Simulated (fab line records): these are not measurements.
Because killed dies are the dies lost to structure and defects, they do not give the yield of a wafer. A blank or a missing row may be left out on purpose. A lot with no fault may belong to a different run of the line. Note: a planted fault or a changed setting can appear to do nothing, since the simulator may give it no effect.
Which tool was responsible? | flow sky130 | 14 lots with 42 wafers sampled at 2 steps, on a route of 708 steps

== WHAT THE GAUGES SHOWED, per wafer ==
Not one reading of a measure or inspect step in the record can be checked against a usual standard deviation.

== TOOL THAT RAN EACH LOT (tool first, then ch and the chambers of the sampled wafers, then the start) ==
lot  | SKY_VT_ADJUST_NCORE_COAT_02      | SKY_VT_ADJUST_NCORE_STRIP_10
L924 | lithoTrack-01 ch 0, day 8 10:59  | plasmaAsher-03 ch 0,1, day 8 21:35
L925 | lithoTrack-01 ch 0, day 8 23:58  | plasmaAsher-04 ch 0,1, day 9 11:16
L926 | lithoTrack-03 ch 0, day 9 01:17  | plasmaAsher-02 ch 0,1, day 9 12:26
L927 | lithoTrack-01 ch 0, day 9 01:41  | plasmaAsher-04 ch 0,1, day 9 13:07
L928 | lithoTrack-04 ch 0, day 9 20:00  | plasmaAsher-02 ch 0,1, day 10 07:24
L931 | lithoTrack-01 ch 0, day 10 04:50 | plasmaAsher-02 ch 0,1, day 10 16:35
L933 | lithoTrack-01 ch 0, day 10 17:59 | plasmaAsher-04 ch 0,1, day 11 06:00
L934 | lithoTrack-03 ch 0, day 11 06:30 | plasmaAsher-04 ch 0, day 11 18:41
L935 | lithoTrack-01 ch 0, day 11 08:43 | plasmaAsher-04 ch 0, day 11 20:32
L937 | lithoTrack-01 ch 0, day 12 01:22 | plasmaAsher-02 ch 0,1, day 12 13:58
L938 | lithoTrack-01 ch 0, day 12 07:55 | plasmaAsher-04 ch 0,1, day 12 20:43
L939 | lithoTrack-03 ch 0, day 12 11:47 | plasmaAsher-03 ch 0,1, day 12 23:50
L945 | lithoTrack-03 ch 0, day 14 04:27 | plasmaAsher-03 ch 0,1, day 14 18:05
L946 | lithoTrack-03 ch 0, day 14 07:35 | plasmaAsher-02 ch 0,1, day 14 21:34
- SKY_VT_ADJUST_NCORE_COAT_02: resist thk 1140 nm.
- SKY_VT_ADJUST_NCORE_STRIP_10: strips in O2/N2.

== AS READ BY THE TOOLS THEMSELVES (means over the sampled wafers that have a number; for cases with no such wafer, the mark the record gives instead) ==
SKY_VT_ADJUST_NCORE_COAT_02.
lot  | tool          | resistLineTempC (C)
L924 | lithoTrack-01 | 23.06
L925 | lithoTrack-01 | 22.99
L926 | lithoTrack-03 | 23.08
L927 | lithoTrack-01 | 23.01
L928 | lithoTrack-04 | 22.94
L931 | lithoTrack-01 | 23.08
L933 | lithoTrack-01 | 22.94
L934 | lithoTrack-03 | 22.94
L935 | lithoTrack-01 | 23.10
L937 | lithoTrack-01 | 22.93
L938 | lithoTrack-01 | 23.03
L939 | lithoTrack-03 | 23.06
L945 | lithoTrack-03 | 22.92
L946 | lithoTrack-03 | 23.12

SKY_VT_ADJUST_NCORE_STRIP_10.
lot  | tool           | drypumpMotorCurrentA (A) | oesProductAu (a.u.) | stripTimeToEndpointS (s)
L924 | plasmaAsher-03 | 5.79                     | 0.717               | 14.22
L925 | plasmaAsher-04 | 5.93                     | 0.715               | 14.18
L926 | plasmaAsher-02 | 5.83                     | 0.713               | 14.13
L927 | plasmaAsher-04 | 6.14                     | 0.717               | 14.19
L928 | plasmaAsher-02 | 5.83                     | 0.712               | 14.20
L931 | plasmaAsher-02 | 5.84                     | 0.717               | 14.25
L933 | plasmaAsher-04 | 5.95                     | 0.718               | 14.21
L934 | plasmaAsher-04 | 5.77                     | 0.718               | 14.25
L935 | plasmaAsher-04 | 5.77                     | 0.715               | 14.19
L937 | plasmaAsher-02 | 5.83                     | 0.716               | 15.08
L938 | plasmaAsher-04 | 6.15                     | 0.717               | 15.09
L939 | plasmaAsher-03 | 5.82                     | 0.718               | 14.19
L945 | plasmaAsher-03 | 5.81                     | 0.712               | 14.21
L946 | plasmaAsher-02 | 5.83                     | 0.718               | 14.23

== THE ANSWER, worked out from the rows above alone ==
Rule: the lots themselves supply what counts as usual. The widest of any qualifying gaps counts: lots, ordered by their means at a reading, are off when they make up no more than a third of the lots, leave a main group of 4 or more, and stand apart from it by 3 or more times the standard deviation of that group's means. Not used: any main group whose means are identical at the precision the tables above print for the reading. A lot without any number at a reading at which 4 lots or more have one is off too. The other lots that the step has rows for count as sound. After the gauges, taken in route order, come the tools' own readings; for these a lot's mean is taken, as printed above. At the first step where some lot is off, the reading lying furthest off is the one used; lots without a number count as furthest.
Off, at SKY_VT_ADJUST_NCORE_STRIP_10 on stripTimeToEndpointS: L937, L938. The main group has a mean of 14.20 s with a standard deviation of 0.031.
If a tool, at that step or one of the process steps before it, ran each lot that is off and ran no sound lot following the first of them, it fits. One fits: lithoTrack-01 at SKY_VT_ADJUST_NCORE_COAT_02. Its last sound lot is L935 (day 11 08:43), its first lot that is off L937 (day 12 01:22): a fault that began between those two fits.

== WHAT WAS PUT IN BY THE SIMULATOR ==
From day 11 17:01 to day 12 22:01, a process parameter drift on lithoTrack-01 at SKY_VT_ADJUST_NCORE_COAT_02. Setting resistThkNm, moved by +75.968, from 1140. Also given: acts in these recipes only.
Struck lots among those shown: L937, L938. The rule given above showed the same thing.
